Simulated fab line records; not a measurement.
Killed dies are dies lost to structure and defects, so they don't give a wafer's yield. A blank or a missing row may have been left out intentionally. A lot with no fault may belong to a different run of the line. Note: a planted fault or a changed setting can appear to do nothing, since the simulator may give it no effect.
Which tool did it? :: flow gf180mcu :: Sampling: 13 lots, 39 wafers, 3 of 602 route steps

## WHAT THE GAUGES SHOWED, per wafer
GF_V2_CD_MEAS_14: the cd target is 260 nm. Usual: cd_nm at 260.1 nm, with a standard deviation of 1.3.
lot: L996
measured: day 20 05:35
on: cd_sem-02
cd_nm (nm): 258.2 256.5 258.3
flag: 

lot: L997
measured: day 20 15:34
on: cd_sem-01
cd_nm (nm): 263.0 262.1 263.6
flag: 

lot: L998
measured: day 21 03:29
on: cd_sem-01
cd_nm (nm): 259.4 259.6 259.7
flag: 

lot: L100
measured: day 21 23:10
on: cd_sem-01
cd_nm (nm): 261.7 261.7 260.3
flag: 

lot: L102
measured: day 22 15:07
on: cd_sem-02
cd_nm (nm): 259.9 261.9 260.8
flag: 

lot: L103
measured: day 22 19:30
on: cd_sem-01
cd_nm (nm): 259.9 258.3 258.2
flag: 

lot: L110
measured: day 25 07:37
on: cd_sem-01
cd_nm (nm): 261.1 262.0 261.6
flag: 

lot: L111
measured: day 25 18:55
on: cd_sem-01
cd_nm (nm): 259.5 259.1 259.5
flag: 

lot: L112
measured: day 26 00:49
on: cd_sem-01
cd_nm (nm): 260.4 259.0 259.0
flag: 

lot: L114
measured: day 26 11:45
on: cd_sem-02
cd_nm (nm): 259.8 260.3 260.0
flag: 

lot: L115
measured: day 26 19:21
on: cd_sem-01
cd_nm (nm): 261.7 261.6 261.3
flag: 

lot: L116
measured: day 27 02:21
on: cd_sem-02
cd_nm (nm): 259.8 259.5 259.1
flag: 

lot: L118
measured: day 27 16:53
on: cd_sem-02
cd_nm (nm): 261.7 262.4 260.7
flag: 

## EACH LOT AND THE TOOL THAT RAN IT (in order: tool; ch and the chambers of the sampled wafers; start)
lot: L996
GF_V2_CVD_02: pecvd-03 ch 0,1,2, day 19 04:31
GF_V2_SOFTBAKE_10: litho_track-04 ch 0, day 19 17:00

lot: L997
GF_V2_CVD_02: pecvd-01 ch 0,2, day 19 15:29
GF_V2_SOFTBAKE_10: litho_track-01 ch 0, day 20 03:00

lot: L998
GF_V2_CVD_02: pecvd-03 ch 1,2, day 20 02:14
GF_V2_SOFTBAKE_10: litho_track-04 ch 0, day 20 15:00

lot: L100
GF_V2_CVD_02: pecvd-01 ch 1,2, day 20 21:59
GF_V2_SOFTBAKE_10: litho_track-04 ch 0, day 21 10:00

lot: L102
GF_V2_CVD_02: pecvd-03 ch 0,1,2, day 21 15:17
GF_V2_SOFTBAKE_10: litho_track-01 ch 0, day 22 03:00

lot: L103
GF_V2_CVD_02: pecvd-02 ch 1,2, day 21 19:14
GF_V2_SOFTBAKE_10: litho_track-04 ch 0, day 22 07:00

lot: L110
GF_V2_CVD_02: pecvd-03 ch 0,1, day 24 09:19
GF_V2_SOFTBAKE_10: litho_track-04 ch 0, day 24 20:00

lot: L111
GF_V2_CVD_02: pecvd-02 ch 1,2, day 24 21:26
GF_V2_SOFTBAKE_10: litho_track-01 ch 0, day 25 08:00

lot: L112
GF_V2_CVD_02: pecvd-01 ch 0,1, day 25 02:48
GF_V2_SOFTBAKE_10: litho_track-04 ch 0, day 25 14:00

lot: L114
GF_V2_CVD_02: pecvd-02 ch 0,1,2, day 25 14:39
GF_V2_SOFTBAKE_10: litho_track-03 ch 0, day 26 01:00

lot: L115
GF_V2_CVD_02: pecvd-02 ch 0,1,2, day 25 22:05
GF_V2_SOFTBAKE_10: litho_track-01 ch 0, day 26 08:00

lot: L116
GF_V2_CVD_02: pecvd-03 ch 0,1,2, day 26 05:47
GF_V2_SOFTBAKE_10: litho_track-01 ch 0, day 26 16:00

lot: L118
GF_V2_CVD_02: pecvd-02 ch 0,1,2, day 26 19:55
GF_V2_SOFTBAKE_10: litho_track-01 ch 0, day 27 06:00
- GF_V2_CVD_02: deposits SiO2 from TEOS, target thk 850 nm, time 94.851 s.
- GF_V2_SOFTBAKE_10: time 60 s.

## AS READ BY THE TOOLS THEMSELVES (means over the sampled wafers that have a number; for cases with no such wafer, the mark the record gives instead)
GF_V2_CVD_02. Usual: heater_power_w at 651 W, with a standard deviation of 71.
lot: L996
tool: pecvd-03
heater_power_w (W): 658
flag: 

lot: L997
tool: pecvd-01
heater_power_w (W): 664
flag: 

lot: L998
tool: pecvd-03
heater_power_w (W): 629
flag: 

lot: L100
tool: pecvd-01
heater_power_w (W): 640
flag: 

lot: L102
tool: pecvd-03
heater_power_w (W): 652
flag: 

lot: L103
tool: pecvd-02
heater_power_w (W): 709
flag: 

lot: L110
tool: pecvd-03
heater_power_w (W): 707
flag: 

lot: L111
tool: pecvd-02
heater_power_w (W): 703
flag: 

lot: L112
tool: pecvd-01
heater_power_w (W): 616
flag: 

lot: L114
tool: pecvd-02
heater_power_w (W): 649
flag: 

lot: L115
tool: pecvd-02
heater_power_w (W): 667
flag: 

lot: L116
tool: pecvd-03
heater_power_w (W): 700
flag: 

lot: L118
tool: pecvd-02
heater_power_w (W): 676
flag: 

GF_V2_SOFTBAKE_10. Usual: heater_power_total_W 93.05 W, standard deviation 0.059; run_length_s 89.27 s, standard deviation 0.14.
lot: L996
tool: litho_track-04
heater_power_total_W (W): 93.05
run_length_s (s): 89.12
flag: 

lot: L997
tool: litho_track-01
heater_power_total_W (W): 93.05
run_length_s (s): 89.32
flag: 

lot: L998
tool: litho_track-04
heater_power_total_W (W): 93.02
run_length_s (s): 89.32
flag: 

lot: L100
tool: litho_track-04
heater_power_total_W (W): 93.10
run_length_s (s): 89.27
flag: 

lot: L102
tool: litho_track-01
heater_power_total_W (W): 93.09
run_length_s (s): 89.41
flag: 

lot: L103
tool: litho_track-04
heater_power_total_W (W): 93.01
run_length_s (s): 89.19
flag: 

lot: L110
tool: litho_track-04
heater_power_total_W (W): 93.01
run_length_s (s): 92.15
flag: OFF

lot: L111
tool: litho_track-01
heater_power_total_W (W): 93.04
run_length_s (s): 89.43
flag: 

lot: L112
tool: litho_track-04
heater_power_total_W (W): 93.09
run_length_s (s): 92.03
flag: OFF

lot: L114
tool: litho_track-03
heater_power_total_W (W): 93.01
run_length_s (s): 89.18
flag: 

lot: L115
tool: litho_track-01
heater_power_total_W (W): 93.05
run_length_s (s): 89.32
flag: 

lot: L116
tool: litho_track-01
heater_power_total_W (W): 93.04
run_length_s (s): 89.32
flag: 

lot: L118
tool: litho_track-01
heater_power_total_W (W): 93.06
run_length_s (s): 89.36
flag: 

## THE ANSWER, worked out from the rows above alone
Rule: take the mean of a lot's wafers that have a number; if it is more than 3 standard deviations from the usual mean, the lot is off. A lot without any number at a reading at which 4 lots or more have one is off too. Where the step has rows for the other lots, those lots are counted as sound. Order of review: gauges by route order, followed by the tools' own readings, for which a lot's mean as printed above is used. At the first step where some lot is off, the reading lying furthest off is the one used; lots without a number count as furthest.
Off at GF_V2_SOFTBAKE_10 (run_length_s): L110, L112.
A tool fits if, at that step or a process step before it, it ran every lot that is off, and no sound lot after the first of them. One candidate fits, namely litho_track-04 at GF_V2_SOFTBAKE_10. Its last sound lot is L103 (day 22 07:00), its first lot that is off L110 (day 24 20:00): a fault that began between those two fits.
On the lots that are off, the tool's own readings at GF_V2_SOFTBAKE_10 differ by more than 5 times the standard deviation of the sound lots' means, which bears it out; run_length_s reads 92.09 s there versus 89.29 s on the sound lots.

## WHAT HAD BEEN PUT IN BY THE SIMULATOR
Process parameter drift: litho_track-04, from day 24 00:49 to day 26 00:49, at GF_V2_SOFTBAKE_10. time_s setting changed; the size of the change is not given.
Shown lots that were struck: L110, L112. The rule above reached the same finding.
